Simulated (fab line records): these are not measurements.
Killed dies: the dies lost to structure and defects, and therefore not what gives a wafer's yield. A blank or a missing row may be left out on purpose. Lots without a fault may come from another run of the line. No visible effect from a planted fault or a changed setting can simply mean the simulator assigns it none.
Which tool was responsible?	flow sky130	18 wafers from 6 lots sampled at 3 of the route's 708 steps

== WHAT THE GAUGES SHOWED, per wafer ==
SKY_SONOS_TUNNEL_TW_MEAS_12.
lot	measured	on	SONOS_TUNNEL_TW
L846	day 11 18:55	film metro-02	196.0 195.3 194.9
L850	day 13 04:11	film metro-04	196.3 197.1 196.1
L859	day 15 22:25	film metro-02	137.1 136.8 137.4
L861	day 16 10:05	film metro-02	195.4 194.3 194.2
L863	day 17 02:30	film metro-04	198.3 197.7 197.4
L867	day 18 10:59	film metro-01	198.0 198.3 197.6

== WHICH TOOL RAN EACH LOT (tool, then ch and the chambers of the sampled wafers, then the start) ==
lot	SKY_FIELD_ISO_STRIP_16	SKY_SONOS_TUNNEL_IMPLANT_09
L846	plasma asher-04 ch 1, day 2 09:19	implanter-04 ch 0, day 11 18:27
L850	plasma asher-04 ch 0,1, day 3 09:15	implanter-03 ch 0, day 13 03:46
L859	plasma asher-03 ch 0,1, day 5 07:35	implanter-04 ch 0, day 15 21:59
L861	plasma asher-04 ch 0,1, day 5 16:32	implanter-03 ch 0, day 16 09:38
L863	plasma asher-04 ch 0,1, day 6 02:28	implanter-02 ch 0, day 17 02:05
L867	plasma asher-03 ch 0,1, day 7 00:09	implanter-03 ch 0, day 18 10:34
- SKY_FIELD_ISO_STRIP_16: strips in O2/N2.
- SKY_SONOS_TUNNEL_IMPLANT_09

== THE ANSWER, worked out from the rows above alone ==
Rule: what is usual is taken from the lots themselves. The widest of any qualifying gaps counts: lots, ordered by their means at a reading, are off when they make up no more than a third of the lots, leave a main group of 4 or more, and stand apart from it by 3 or more times the standard deviation of that group's means. Not used: any main group whose means are identical at the precision the tables above print for the reading. A lot without any number at a reading at which 4 lots or more have one is off too. The other lots that the step has rows for count as sound.
Off: L859, at SKY_SONOS_TUNNEL_TW_MEAS_12 (SONOS_TUNNEL_TW). Main group: mean 196.5, sd 1.3.
If a tool, at a process step before that reading, ran all the lots that are off and no sound lot after the first of them, it fits. Those tools and the gauges at SKY_SONOS_TUNNEL_TW_MEAS_12 are tried in the same way. One fits: implanter-04 at SKY_SONOS_TUNNEL_IMPLANT_09. A fault onset in the window from L846 (day 11 18:27, its last sound lot) to L859 (day 15 21:59, its first lot off) fits.

== WHAT THE SIMULATOR HAD PUT IN ==
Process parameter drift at SKY_SONOS_TUNNEL_IMPLANT_09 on implanter-04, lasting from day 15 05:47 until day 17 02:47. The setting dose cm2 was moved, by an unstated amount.
Struck lots among those shown: L859. The rule above found the same.
